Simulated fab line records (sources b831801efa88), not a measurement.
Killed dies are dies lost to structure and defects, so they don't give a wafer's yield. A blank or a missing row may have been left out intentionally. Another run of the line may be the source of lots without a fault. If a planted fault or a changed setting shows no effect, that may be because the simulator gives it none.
One fault seen from 2 desks | flow gf180mcu | every desk sees just its own numbers, and what lay behind them comes last

== THE METROLOGY DESK ==
What the gauges read, lot by lot, whatever tool the lot ran on: means of the sampled wafers that have a number. A lot is out of limits, marked OUT, if its mean lies more than 4 standard deviations from the usual mean; the brackets give that distance.
Columns: A = V3_OVL at GF_V3_OVL_MEAS_15, usual -4 nm
lot  | first seen here | A
L885 | day 22 09:20    | -2
L886 | day 22 17:38    | -4
L887 | day 23 05:13    | -3
L888 | day 23 15:01    | -5
L889 | day 23 23:17    | -4
L897 | day 26 17:56    | -7
L899 | day 27 08:29    | -7
L901 | day 27 19:22    | 7
L902 | day 28 04:37    | 0
L905 | day 29 00:31    | 1
L906 | day 29 06:22    | -5
L907 | day 29 12:41    | -4
This desk found nothing out of limits on any of the 12 lots.

== AT THE TOOL OWNER'S DESK: plasma-asher-04 ==
The tool's own readings at GF_MIM_STRIP_20 (strips in O2/N2): means of the sampled wafers that have a number, for each lot that ran on this tool. A lot is out of limits, marked OUT, if its mean lies more than 4 standard deviations from the usual mean; the brackets give that distance.
Columns: A = drypump-motor-current-A at GF_MIM_STRIP_20, usual 5.66 A; B = heater-power-w at GF_MIM_STRIP_20, usual 330 W; C = oes-product-au at GF_MIM_STRIP_20, usual 0.691 a.u.; D = strip-time-to-endpoint-s at GF_MIM_STRIP_20, usual 11.213 s
lot  | first seen here | A    | B   | C     | D
L889 | day 26 20:25    | 5.45 | 337 | 0.698 | 11.229
L897 | day 29 10:12    | 5.35 | 350 | 0.693 | 11.197
L899 | day 29 23:22    | 5.47 | 335 | 0.690 | 11.193
This desk found nothing out of limits on any of the 3 lots.

== PUT TOGETHER ==
At the metrology desk, nothing out of limits was observed.
Nothing out of limits was seen by the tool owner's desk.

== WHAT WAS PUT IN BY THE SIMULATOR ==
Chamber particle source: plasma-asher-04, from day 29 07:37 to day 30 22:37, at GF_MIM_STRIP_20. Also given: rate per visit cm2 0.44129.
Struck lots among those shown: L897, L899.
